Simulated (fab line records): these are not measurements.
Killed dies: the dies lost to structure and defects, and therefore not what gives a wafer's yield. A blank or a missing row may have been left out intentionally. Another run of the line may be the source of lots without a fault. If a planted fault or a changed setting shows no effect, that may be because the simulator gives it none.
fab line records    flow sky130
record lots=12  wafers=36  lastDay=50
route steps=708 shown NWELL@65 VT_ADJUST_NCORE@127 VT_ADJUST_HVTR@138 PAD_OPEN@708
lots with no fault: from the same line, run without faults
startH: hours from the record's opening day to when the first of the lot's shown wafers began    waitH: hours from the lot's prior step to this one    " as in the row above    L1.1+2: several wafers, shown together as one row    - no value, or no start given    * or withheld: withheld    < > ~ a bound
route shown NAME@n: NAME is a module with steps in the file, n the number in the route of the first one    usual: mean/standard deviation of fault-free wafers    same: alike in all rows    chamber/n: place in a boat    sites: per-site readings    _std_site: the standard deviation of these    _edge_site: the outer-site mean with the inner-site mean subtracted    radiusMm: how far each site lies from the wafer's centre    mask NAME#n: copy n    behind: tool/chamber where the wafer was last shaped    hold: what put the lot on hold/how long, in hours/how the hold closed    device: whichever transistor did not switch (one of n, p or np)    end of line: tests of these same wafers at the route's end    step lacking rows: just its recipe    killed: dies lost to structure and defects at the first sort, not the wafer's yield    map: the dies of a wafer, with x for killed, . for not killed, _ for no die there
set.NAME: the setting that was run; set.NAME@STEP: the one run at that earlier step    model.NAME: the simulator's own value behind a step, which no gauge read
one table for each step of the route and one row for each wafer, over a sample of lots
services: the hour from which a tool's chamber was out of use, counted from the record's first day as startH (under 0 if before that day), plus the number of hours and why
## steps
# step SKY_NWELL_IMPLANT_12
# recipe species=P  energyKev=120  doseCm2=1.3e+12  tiltDeg=withheld
# usual doseIonsCm2=1.3001e+12/1.6e+09  faradayCurrentUA=7.33/0.14
lot.wafer  tool          chamber  startH  waitH  doseIonsCm2  faradayCurrentUA
L879.2     implanter-02  0        87.77   0.1    1.3034e+12   7.13
L879.5     "             0        "       "      1.3048e+12   7.50
L879.6     "             0        "       "      1.3043e+12   7.60
L880.3     implanter-02  0        99.18   0.1    1.2984e+12   7.49
L880.5     "             0        "       "      1.2999e+12   7.24
L880.6     "             0        "       "      1.2976e+12   7.49
L882.2     implanter-04  0        106.57  0.1    1.2997e+12   7.45
L882.3     "             0        "       "      1.3004e+12   7.16
L882.4     "             0        "       "      1.3e+12      7.27
L888.1     implanter-02  0        136.68  0.1    1.2996e+12   7.37
L888.3     "             0        "       "      1.2983e+12   7.52
L888.6     "             0        "       "      1.2983e+12   7.34
L889.4     implanter-02  0        140.39  0.1    1.9921e+12   11.13
L889.5     "             0        "       "      1.9914e+12   11.44
L889.6     "             0        "       "      1.9932e+12   11.18
L890.1     implanter-03  0        149.63  0.1    1.2989e+12   7.44
L890.3     "             0        "       "      1.3002e+12   7.31
L890.4     "             0        "       "      1.296e+12    7.49
L891.3     implanter-02  0        158.64  0.1    1.9915e+12   11.14
L891.5     "             0        "       "      1.9897e+12   11.13
L891.6     "             0        "       "      1.9933e+12   11.26
L892.1     implanter-02  0        167.64  0.1    1.9917e+12   11.42
L892.5     "             0        "       "      1.9926e+12   11.22
L892.6     "             0        "       "      1.9909e+12   11.19
L893.1     implanter-04  0        172.88  0.1    1.3015e+12   7.29
L893.3     "             0        "       "      1.2997e+12   7.54
L893.4     "             0        "       "      1.3002e+12   7.14
L894.2     implanter-04  0        177.55  0.1    1.298e+12    7.51
L894.3     "             0        "       "      1.2957e+12   7.42
L894.4     "             0        "       "      1.2978e+12   7.47
L895.1     implanter-04  0        182.54  0.1    1.2992e+12   7.43
L895.4     "             0        "       "      1.2992e+12   7.41
L895.6     "             0        "       "      1.3004e+12   7.17
L901.1     implanter-04  0        213.51  0.1    1.2986e+12   7.16
L901.2     "             0        "       "      1.2989e+12   7.28
L901.5     "             0        "       "      1.2993e+12   7.37
# step SKY_NWELL_STRIP_25
# recipe chemistry=O2/N2  powerW=1400  pressureMtorr=1500  platenTempC=withheld  o2FlowSccm=3000  n2FlowSccm=300  overashFraction=0.5
# usual drypumpMotorCurrentA=6.1/0.58  oesProductAu=0.722/0.0046  stripTimeToEndpointS=36.91/0.12
lot.wafer  tool            chamber  startH  waitH  drypumpMotorCurrentA  oesProductAu  rfHoursCounterH  stripTimeToEndpointS
L879.2     plasmaAsher-02  0        105.53  0.1    6.6                   0.720         42               36.96
L879.5     "               1        "       "      4.9                   0.715         -                36.97
L879.6     "               0        "       "      6.6                   0.728         -                36.97
L880.3     plasmaAsher-03  0        117.01  0.1    6.0                   0.731         -                36.97
L880.5     "               1        "       "      6.3                   0.721         -                36.94
L880.6     "               0        "       "      6.1                   0.723         -                36.91
L882.2     plasmaAsher-02  1        124.16  0.1    4.9                   0.730         0                36.73
L882.3     "               0        "       "      6.5                   0.722         -                36.92
L882.4     "               1        "       "      4.9                   0.724         -                36.85
L888.1     plasmaAsher-02  0        156.06  0.1    6.6                   0.723         3                36.87
L888.3     "               1        "       "      4.9                   0.726         -                36.77
L888.6     "               0        "       "      6.5                   0.723         -                36.79
L889.4     plasmaAsher-04  1        160.19  0.1    6.4                   0.724         -                37.07
L889.5     "               1        "       "      6.4                   0.725         -                36.95
L889.6     "               0        "       "      6.4                   0.717         -                36.99
L890.1     plasmaAsher-02  0        170.24  0.1    6.6                   0.730         4                36.94
L890.3     "               1        "       "      4.8                   0.721         -                37.05
L890.4     "               0        "       "      6.6                   0.720         -                37.04
L891.3     plasmaAsher-04  0        179.99  0.1    6.4                   0.734         -                36.76
L891.5     "               1        "       "      6.5                   0.721         -                36.79
L891.6     "               0        "       "      6.4                   0.717         -                36.76
L892.1     plasmaAsher-03  1        188.71  0.1    6.3                   0.725         39               36.83
L892.5     "               0        "       "      6.1                   0.717         -                36.73
L892.6     "               1        "       "      6.3                   0.720         -                36.74
L893.1     plasmaAsher-03  1        194.54  0.1    6.3                   0.721         40               36.95
L893.3     "               1        "       "      6.3                   0.717         -                36.98
L893.4     "               0        "       "      6.0                   0.717         -                36.96
L894.2     plasmaAsher-02  0        198.68  0.1    6.6                   0.719         7                36.99
L894.3     "               0        "       "      6.6                   0.723         -                37.26
L894.4     "               1        "       "      4.9                   0.714         -                37.08
L895.1     plasmaAsher-03  1        204.63  0.1    6.3                   0.725         41               36.82
L895.4     "               1        "       "      6.3                   0.720         -                36.69
L895.6     "               1        "       "      6.3                   0.718         -                36.72
L901.1     plasmaAsher-02  0        236.54  0.1    6.6                   0.722         11               36.89
L901.2     "               1        "       "      4.9                   0.716         11               36.96
L901.5     "               1        "       "      4.9                   0.724         -                36.83
# step SKY_NWELL_RS_MEAS_29
# recipe thkMeasGauge=four-point-probe
# usual NWELL_RS=624.6/1.5
lot.wafer  tool          chamber  startH  waitH  NWELL_RS[ohm/sq]
L879.2     filmMetro-02  -        105.86  0.1    623.1
L879.5     "             -        "       "      624.0
L879.6     "             -        "       "      623.1
L880.3     filmMetro-04  -        117.33  0.1    625.1
L880.5     "             -        "       "      625.4
L880.6     "             -        "       "      625.1
L882.2     filmMetro-04  -        124.49  0.1    627.1
L882.3     "             -        "       "      627.2
L882.4     "             -        "       "      626.6
L888.1     filmMetro-02  -        156.37  0.1    623.0
L888.3     "             -        "       "      621.1
L888.6     "             -        "       "      622.9
L889.4     filmMetro-02  -        160.53  0.1    607.7
L889.5     "             -        "       "      606.9
L889.6     "             -        "       "      607.2
L890.1     filmMetro-03  -        170.56  0.1    624.8
L890.3     "             -        "       "      626.6
L890.4     "             -        "       "      627.0
L891.3     filmMetro-02  -        180.31  0.1    606.4
L891.5     "             -        "       "      607.0
L891.6     "             -        "       "      607.0
L892.1     filmMetro-04  -        189.02  0.1    604.4
L892.5     "             -        "       "      605.9
L892.6     "             -        "       "      604.6
L893.1     filmMetro-03  -        194.85  0.1    624.8
L893.3     "             -        "       "      625.8
L893.4     "             -        "       "      626.3
L894.2     filmMetro-02  -        199.01  0.1    624.0
L894.3     "             -        "       "      623.1
L894.4     "             -        "       "      625.0
L895.1     filmMetro-04  -        204.94  0.1    622.0
L895.4     "             -        "       "      624.7
L895.6     "             -        "       "      622.6
L901.1     filmMetro-04  -        236.85  0.1    625.3
L901.2     "             -        "       "      624.7
L901.5     "             -        "       "      625.9
# step SKY_VT_ADJUST_NCORE_OVL_MEAS_08
# usual VT_ADJUST_NCORE_OVL=0.4/1.2
lot.wafer  tool        chamber  startH  waitH  VT_ADJUST_NCORE_OVL[nm]
L879.2     overlay-01  -        182.24  0.1    1.7
L879.5     "           -        "       "      0.5
L879.6     "           -        "       "      2.0
L880.3     overlay-02  -        196.04  0.1    1.2
L880.5     "           -        "       "      -0.9
L880.6     "           -        "       "      -0.8
L882.2     overlay-01  -        205.94  0.1    1.9
L882.3     "           -        "       "      0.5
L882.4     "           -        "       "      3.2
L888.1     overlay-01  -        243.28  0.1    0.1
L888.3     "           -        "       "      -1.9
L888.6     "           -        "       "      -0.7
L889.4     overlay-01  -        249.29  0.1    0.0
L889.5     "           -        "       "      -1.3
L889.6     "           -        "       "      -0.7
L890.1     overlay-01  -        260.59  0.1    -0.3
L890.3     "           -        "       "      0.7
L890.4     "           -        "       "      1.0
L891.3     overlay-01  -        271.94  0.1    -0.5
L891.5     "           -        "       "      0.9
L891.6     "           -        "       "      -0.2
L892.1     overlay-02  -        281.98  0.1    -2.0
L892.5     "           -        "       "      -0.4
L892.6     "           -        "       "      1.2
L893.1     overlay-01  -        288.68  0.1    0.7
L893.3     "           -        "       "      0.9
L893.4     "           -        "       "      0.4
L894.2     overlay-02  -        293.93  0.1    -0.3
L894.3     "           -        "       "      1.5
L894.4     "           -        "       "      -0.1
L895.1     overlay-01  -        301.34  0.1    -2.4
L895.4     "           -        "       "      0.5
L895.6     "           -        "       "      0.6
L901.1     overlay-01  -        340.19  0.1    1.3
L901.2     "           -        "       "      1.3
L901.5     "           -        "       "      -0.3
# step SKY_VT_ADJUST_HVTR_CD_MEAS_07
# recipe targetCdNm=380
# usual cdNm=380.3/2.7
lot.wafer  tool      chamber  startH  waitH  cdNm
L879.2     cdSem-02  -        203.98  0.1    379.4
L879.5     "         -        "       "      379.5
L879.6     "         -        "       "      382.7
L880.3     cdSem-02  -        218.23  0.1    377.3
L880.5     "         -        "       "      380.6
L880.6     "         -        "       "      378.7
L882.2     cdSem-02  -        228.54  0.1    380.7
L882.3     "         -        "       "      383.0
L882.4     "         -        "       "      383.8
L888.1     cdSem-02  -        267.61  0.1    384.1
L888.3     "         -        "       "      382.4
L888.6     "         -        "       "      385.5
L889.4     cdSem-02  -        274.22  0.1    380.5
L889.5     "         -        "       "      380.4
L889.6     "         -        "       "      381.5
L890.1     cdSem-01  -        285.22  0.1    374.2
L890.3     "         -        "       "      375.6
L890.4     "         -        "       "      378.9
L891.3     cdSem-01  -        297.30  0.1    379.2
L891.5     "         -        "       "      380.4
L891.6     "         -        "       "      378.5
L892.1     cdSem-02  -        308.02  0.1    380.9
L892.5     "         -        "       "      381.4
L892.6     "         -        "       "      381.3
L893.1     cdSem-01  -        313.99  0.1    382.1
L893.3     "         -        "       "      381.3
L893.4     "         -        "       "      382.0
L894.2     cdSem-02  -        319.81  0.1    378.3
L894.3     "         -        "       "      379.0
L894.4     "         -        "       "      378.8
L895.1     cdSem-02  -        326.92  0.1    379.6
L895.4     "         -        "       "      383.2
L895.6     "         -        "       "      384.1
L901.1     cdSem-02  -        367.67  0.1    379.4
L901.2     "         -        "       "      380.3
L901.5     "         -        "       "      380.5
# step SKY_PAD_OPEN_PROBE_99
# usual killed_at_M0_to_M3=43/7.6  killed_at_M4_up=2.9/1.7  killedAtContacts=24/5.5  killedAtFrontEnd=15/4.2  killedAtOther=0.3/0.52  killedDies=86/9.4  killedOpen=47/7  killedShort=39/6.4
# same grossDies=492  killedAtBackSide=0
lot.wafer  tool       chamber  startH   waitH  killed_at_M0_to_M3  killed_at_M4_up  killedAtContacts  killedAtFrontEnd  killedAtOther  killedDies  killedOpen  killedShort
L882.2     prober-02  -        1098.00  0.1    37                  2                24                15                0              78          44          34
L882.3     prober-02  -        1098.05  0.2    55                  5                13                14                0              87          44          42
L882.4     prober-02  -        1098.10  0.2    37                  1                43                16                0              97          57          40
L890.1     prober-01  -        1143.60  0.1    41                  4                27                11                0              83          50          33
L890.3     prober-01  -        1143.70  0.2    44                  1                30                14                0              89          45          44
L890.4     prober-01  -        1143.75  0.2    32                  2                28                19                0              81          55          26
L891.3     prober-02  -        1152.03  0.2    46                  4                25                23                0              98          53          45
L891.5     prober-02  -        1152.13  0.2    39                  0                22                7                 0              68          27          40
L891.6     prober-02  -        1152.18  0.2    37                  2                30                17                0              86          54          32
L892.1     prober-01  -        1158.83  0.1    35                  4                16                13                0              68          37          31
L892.5     prober-01  -        1159.03  0.2    47                  5                18                10                1              81          47          33
L892.6     prober-01  -        1159.08  0.2    45                  5                20                7                 0              77          40          36
L893.1     prober-02  -        1163.65  0.1    51                  5                18                10                0              84          46          38
L893.3     prober-02  -        1163.75  0.2    61                  6                25                10                0              102         52          50
L893.4     prober-02  -        1163.80  0.2    53                  4                21                11                1              90          47          43
L894.2     prober-01  -        1169.46  0.1    57                  8                28                18                0              111         54          57
L894.3     prober-01  -        1169.51  0.2    39                  5                27                13                2              86          49          37
L894.4     prober-01  -        1169.56  0.2    46                  1                29                15                0              91          48          43
# killed by level:class
L882.2 CONTACT:geometricParticle:open=10 VIA1:geometricParticle:open=9 LI_CONTACT:geometricParticle:open=6 POLY_GATE:geometricParticle:open=5 LOCAL_INTERCONNECT:geometricParticle:short=5 METAL1:geometricParticle:short=5 METAL2:geometricParticle:short=5 FIELD_ISO:geometricParticle:open=3
L882.3 VIA1:geometricParticle:open=15 VIA3:geometricParticle:open=9 VIA1:geometricParticle:short=7 POLY_GATE:geometricParticle:short=5 CONTACT:geometricParticle:open=5 METAL2:geometricParticle:short=5 VIA2:geometricParticle:open=5 FIELD_ISO:geometricParticle:open=4
L882.4 CONTACT:geometricParticle:open=18 LOCAL_INTERCONNECT:geometricParticle:short=12 VIA1:geometricParticle:open=10 POLY_GATE:geometricParticle:open=6 LI_CONTACT:geometricParticle:open=6 VIA3:geometricParticle:open=5 VIA2:geometricParticle:open=5 METAL3:geometricParticle:short=4
L890.1 CONTACT:geometricParticle:open=10 VIA1:geometricParticle:open=10 LI_CONTACT:geometricParticle:open=9 VIA2:geometricParticle:open=7 VIA1:geometricParticle:short=5 CONTACT:geometricParticle:short=5 VIA3:geometricParticle:short=5 POLY_CUT:geometricParticle:open=4
L890.3 LI_CONTACT:geometricParticle:open=12 METAL2:geometricParticle:short=11 CONTACT:geometricParticle:short=7 CONTACT:geometricParticle:open=7 VIA1:geometricParticle:open=7 METAL1:geometricParticle:short=6 POLY_GATE:geometricParticle:open=5 VIA3:geometricParticle:open=4
L890.4 CONTACT:geometricParticle:open=16 VIA3:geometricParticle:open=11 VIA1:geometricParticle:open=6 LI_CONTACT:geometricParticle:open=6 POLY_GATE:geometricParticle:open=5 FIELD_ISO:geometricParticle:open=4 POLY_GATE:geometricParticle:short=4 CONTACT:geometricParticle:short=4
L891.3 VIA1:geometricParticle:open=12 CONTACT:geometricParticle:open=9 VIA2:geometricParticle:open=8 FIELD_ISO:geometricParticle:short=7 POLY_GATE:geometricParticle:short=7 LOCAL_INTERCONNECT:geometricParticle:short=7 FIELD_ISO:geometricParticle:open=6 LI_CONTACT:geometricParticle:open=6
L891.5 VIA3:geometricParticle:short=8 VIA1:geometricParticle:open=8 LI_CONTACT:geometricParticle:open=6 CONTACT:geometricParticle:short=5 CONTACT:geometricParticle:open=5 LOCAL_INTERCONNECT:geometricParticle:short=4 METAL2:geometricParticle:short=4 VIA2:geometricParticle:open=4
L891.6 CONTACT:geometricParticle:open=13 LI_CONTACT:geometricParticle:open=8 FIELD_ISO:geometricParticle:open=7 VIA1:geometricParticle:open=7 VIA3:geometricParticle:open=7 VIA2:geometricParticle:open=6 CONTACT:geometricParticle:short=6 METAL2:geometricParticle:short=5
L892.1 VIA1:geometricParticle:open=11 CONTACT:geometricParticle:open=6 VIA1:geometricParticle:short=5 VIA2:geometricParticle:open=5 FIELD_ISO:geometricParticle:short=4 LI_CONTACT:geometricParticle:open=4 LOCAL_INTERCONNECT:geometricParticle:short=4 FIELD_ISO:geometricParticle:open=3
L892.5 CONTACT:geometricParticle:open=11 VIA1:geometricParticle:open=11 VIA2:geometricParticle:open=10 METAL1:geometricParticle:short=7 METAL4:geometricParticle:short=5 FIELD_ISO:geometricParticle:open=4 VIA1:geometricParticle:short=4 METAL2:geometricParticle:short=4
L892.6 VIA1:geometricParticle:open=11 VIA2:geometricParticle:open=7 VIA1:geometricParticle:short=7 CONTACT:geometricParticle:open=6 METAL3:geometricParticle:short=6 LOCAL_INTERCONNECT:geometricParticle:short=4 CONTACT:geometricParticle:short=4 METAL2:geometricParticle:short=4
L893.1 VIA1:geometricParticle:open=10 CONTACT:geometricParticle:open=8 VIA2:geometricParticle:open=7 METAL2:geometricParticle:short=6 VIA3:geometricParticle:open=6 VIA2:geometricParticle:short=5 METAL1:geometricParticle:short=5 VIA1:geometricParticle:short=5
L893.3 VIA1:geometricParticle:short=9 VIA2:geometricParticle:open=9 LI_CONTACT:geometricParticle:open=8 CONTACT:geometricParticle:open=8 VIA1:geometricParticle:open=8 CONTACT:geometricParticle:short=7 METAL1:geometricParticle:short=7 VIA3:geometricParticle:open=7
L893.4 VIA2:geometricParticle:open=11 VIA3:geometricParticle:open=7 VIA1:geometricParticle:open=7 METAL2:geometricParticle:short=6 LI_CONTACT:geometricParticle:open=6 CONTACT:geometricParticle:open=6 VIA2:geometricParticle:short=5 VIA3:geometricParticle:short=5
L894.2 METAL1:geometricParticle:short=11 CONTACT:geometricParticle:open=10 VIA1:geometricParticle:open=8 VIA3:geometricParticle:open=7 CONTACT:geometricParticle:short=6 METAL2:geometricParticle:short=6 METAL3:geometricParticle:short=6 METAL4:geometricParticle:short=5
L894.3 CONTACT:geometricParticle:open=11 VIA1:geometricParticle:open=9 LI_CONTACT:geometricParticle:open=7 METAL1:geometricParticle:short=7 VIA3:geometricParticle:open=6 CONTACT:geometricParticle:short=5 VIA2:geometricParticle:open=5 METAL4:geometricParticle:short=5
L894.4 VIA1:geometricParticle:open=12 CONTACT:geometricParticle:open=12 METAL1:geometricParticle:short=9 VIA3:geometricParticle:open=9 LOCAL_INTERCONNECT:geometricParticle:short=6 LI_CONTACT:geometricParticle:open=5 POLY_GATE:geometricParticle:short=4 METAL2:geometricParticle:short=4
## services
tool            chamber  startH  hours  kind
implanter-03    -        74.66   71.3   pm
implanter-02    -        76.67   2.6    repair
plasmaAsher-04  -        93.58   14.6   pm
plasmaAsher-02  -        108.75  9.0    pm
plasmaAsher-02  0        108.75  9.0    ventCycle
plasmaAsher-02  1        108.75  9.0    ventCycle
plasmaAsher-02  0        117.75  -      clean
plasmaAsher-02  1        117.75  -      clean
implanter-04    -        136.95  4.9    repair
plasmaAsher-02  -        146.40  5.3    repair
implanter-02    -        147.09  3.7    repair
implanter-03    -        163.28  9.8    repair
plasmaAsher-04  -        202.63  2.8    pm
implanter-03    -        232.77  2.1    repair
plasmaAsher-02  -        232.91  1.6    repair
plasmaAsher-02  -        235.55  0.8    repair
## key
firstSign step=SKY_NWELL_IMPLANT_12  reading=doseIonsCm2  direction=up  sigmas=99+  usual=*  struck=*
effect step=SKY_NWELL_IMPLANT_12  reading=faradayCurrentUA  direction=up  sigmas=28  usual=7.33  struck=11.23
effect step=SKY_NWELL_RS_MEAS_29  reading=NWELL_RS  direction=down  sigmas=13  usual=624.6  struck=606.3
metAt SKY_NWELL_IMPLANT_12
struckLots L889,L891,L892
testerLeftOut L889,L891,L892
notActingAt SKY_NWELL_STRIP_25,SKY_VT_ADJUST_NCORE_OVL_MEAS_08,SKY_VT_ADJUST_HVTR_CD_MEAS_07
onsetBetween 136.68 140.39
fault kind=processParameterDrift  tool=implanter-02  chamber=-  onsetH=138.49  steps=SKY_NWELL_IMPLANT_12  channel=doseCm2  offset=*  shape=step  endH=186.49  actsIn=*  stated=*
# testerLeftOut: of these lots the tester's yield and bins aren't shown, on N5 and GAA mostly nor the transistor test; their killed dies are dies lost to structure and defects alone, not to doping, threshold or leakage, so they don't give the yield
